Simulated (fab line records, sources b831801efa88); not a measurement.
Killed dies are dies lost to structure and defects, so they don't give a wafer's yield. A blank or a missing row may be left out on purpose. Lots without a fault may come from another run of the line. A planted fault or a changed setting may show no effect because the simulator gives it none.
Which tool did it? | flow sky130 | 14 lots, 42 wafers sampled, at 5 steps of a route of 708

WHAT THE GAUGES READ, wafer by wafer
SKY_FIELD_ISO_BOW_MEAS_00.
lot  | measured    | on            | INCOMING_BOW (um)
L797 | day 1 10:04 | film_metro-02 | 6 13 -1
L798 | day 1 15:00 | film_metro-02 | -1 -3 -4
L800 | day 2 01:00 | film_metro-02 | -8 -5 -4
L801 | day 2 06:01 | film_metro-04 | -12 -2 2
L802 | day 2 11:01 | film_metro-02 | -2 8 -4
L803 | day 2 16:00 | film_metro-01 | -3 7 -10
L805 | day 3 02:02 | film_metro-02 | 4 8 16
L810 | day 4 03:00 | film_metro-04 | 6 -4 -2
L813 | day 4 18:00 | film_metro-01 | -9 2 6
L815 | day 5 04:00 | film_metro-01 | -10 -1 -7
L816 | day 5 09:01 | film_metro-04 | -3 -5 4
L818 | day 5 19:04 | film_metro-04 | -6 4 11
L819 | day 6 00:00 | film_metro-04 | -5 -4 -11
L820 | day 6 05:00 | film_metro-01 | -4 0 11

SKY_FIELD_ISO_THK_MEAS_02.
lot  | measured    | on            | FIELD_ISO_OXIDATION_00_THK (nm)
L797 | day 1 13:52 | film_metro-04 | 12.16 12.13 12.17
L798 | day 1 16:38 | film_metro-04 | 11.73 11.64 11.69
L800 | day 2 05:49 | film_metro-04 | 11.75 11.97 11.85
L801 | day 2 08:50 | film_metro-04 | 11.65 11.48 11.56
L802 | day 2 12:38 | film_metro-01 | 12.19 12.29 12.38
L803 | day 2 19:16 | film_metro-04 | 11.95 11.59 12.00
L805 | day 3 03:39 | film_metro-02 | 12.31 12.27 12.21
L810 | day 4 05:40 | film_metro-01 | 12.26 12.13 12.16
L813 | day 4 20:03 | film_metro-02 | 11.70 11.57 11.59
L815 | day 5 06:08 | film_metro-02 | 11.91 12.02 11.96
L816 | day 5 10:38 | film_metro-02 | 12.14 11.90 11.96
L818 | day 5 20:40 | film_metro-04 | 12.21 12.12 12.16
L819 | day 6 01:44 | film_metro-04 | 12.37 12.16 12.50
L820 | day 6 06:38 | film_metro-04 | 11.99 12.11 12.10

SKY_DNWELL_TW_MEAS_09.
lot  | measured    | on            | DNWELL_TW
L797 | day 3 05:33 | film_metro-03 | 1110 1113 1105
L798 | day 3 10:20 | film_metro-01 | 1131 1130 1125
L800 | day 3 21:32 | film_metro-01 | 1127 1131 1130
L801 | day 4 02:41 | film_metro-03 | 1106 1109 1111
L802 | day 4 13:17 | film_metro-01 | 1406 1407 1399
L803 | day 4 13:13 | film_metro-03 | 1110 1104 1106
L805 | day 5 00:25 | film_metro-01 | 1396 1401 1397
L810 | day 6 02:43 | film_metro-03 | 1396 1401 1398
L813 | day 6 20:14 | film_metro-03 | 1121 1120 1122
L815 | day 7 04:41 | film_metro-01 | 1128 1125 1123
L816 | day 7 13:53 | film_metro-01 | 1113 1114 1111
L818 | day 8 01:21 | film_metro-03 | 1121 1120 1117
L819 | day 8 07:11 | film_metro-03 | 1120 1127 1116
L820 | day 8 12:55 | film_metro-03 | 1119 1120 1115

SKY_PWDE_OVL_MEAS_07.
lot  | measured    | on         | PWDE_OVL (nm)
L797 | day 3 21:29 | overlay-02 | 1.4 1.8 0.6
L798 | day 4 02:46 | overlay-01 | 0.7 1.2 1.0
L800 | day 4 13:37 | overlay-02 | 1.2 3.0 1.6
L801 | day 4 18:59 | overlay-02 | 1.2 0.8 1.3
L802 | day 5 06:26 | overlay-01 | 0.8 0.4 0.3
L803 | day 5 06:36 | overlay-02 | 0.4 0.4 0.9
L805 | day 5 17:59 | overlay-01 | -0.2 0.9 1.2
L810 | day 6 21:34 | overlay-01 | 2.6 -0.9 1.9
L813 | day 7 15:57 | overlay-02 | 1.4 0.5 1.2
L815 | day 7 23:58 | overlay-01 | 0.9 -1.2 0.9
L816 | day 8 09:14 | overlay-01 | 1.8 1.1 0.3
L818 | day 8 21:05 | overlay-02 | 0.8 1.1 2.4
L819 | day 9 02:27 | overlay-02 | -2.1 -1.4 0.3
L820 | day 9 09:24 | overlay-01 | 1.4 0.7 2.2

WHICH TOOL RAN EACH LOT (tool, then ch and the chambers of the sampled wafers, then the start)
lot  | SKY_DNWELL_IMPLANT_07
L797 | implanter-01 ch 0, day 3 05:21
L798 | implanter-03 ch 0, day 3 10:05
L800 | implanter-03 ch 0, day 3 21:17
L801 | implanter-04 ch 0, day 4 02:27
L802 | implanter-03 ch 0, day 4 12:38
L803 | implanter-04 ch 0, day 4 12:58
L805 | implanter-01 ch 0, day 4 23:52
L810 | implanter-01 ch 0, day 6 02:04
L813 | implanter-01 ch 0, day 6 19:59
L815 | implanter-01 ch 0, day 7 04:26
L816 | implanter-01 ch 0, day 7 13:38
L818 | implanter-01 ch 0, day 8 01:08
L819 | implanter-04 ch 0, day 8 06:56
L820 | implanter-03 ch 0, day 8 12:40
- SKY_DNWELL_IMPLANT_07

WHAT THE TOOLS THEMSELVES READ (means of the sampled wafers that have a number; where no wafer has one, the mark that the record gives instead)
The record holds no such reading with a usual standard deviation.

THE ANSWER, worked out from the rows above alone
Rule: what is usual is taken from the lots themselves. Put in order of their means at a reading, lots are off if they are a third of the lots or fewer, leave a main group of 4 or more, and stand apart from it by a gap of 3 or more times the standard deviation of the main group's means; of several such gaps the widest counts. A main group whose means are all the same, to the digits that the tables above print for the reading, isn't used. A lot without any number at a reading at which 4 lots or more have one is off too. The other lots that the step has rows for count as sound. The gauges are gone through in route order, then the tools' own readings, and for those a lot's mean is taken as printed above. The first step at which some lot is off is used, and at that step the reading that is off furthest; a lot without a number counts as furthest.
Off: L802, L805, L810, at SKY_DNWELL_TW_MEAS_09 (DNWELL_TW). The main group: mean 1118, standard deviation 7.6.
A tool fits if, at a process step before that reading, it ran every lot that is off, and no sound lot after the first of them. The gauges at SKY_DNWELL_TW_MEAS_09 are tried like those tools. None of those tried fits.

WHAT THE SIMULATOR HAD PUT IN
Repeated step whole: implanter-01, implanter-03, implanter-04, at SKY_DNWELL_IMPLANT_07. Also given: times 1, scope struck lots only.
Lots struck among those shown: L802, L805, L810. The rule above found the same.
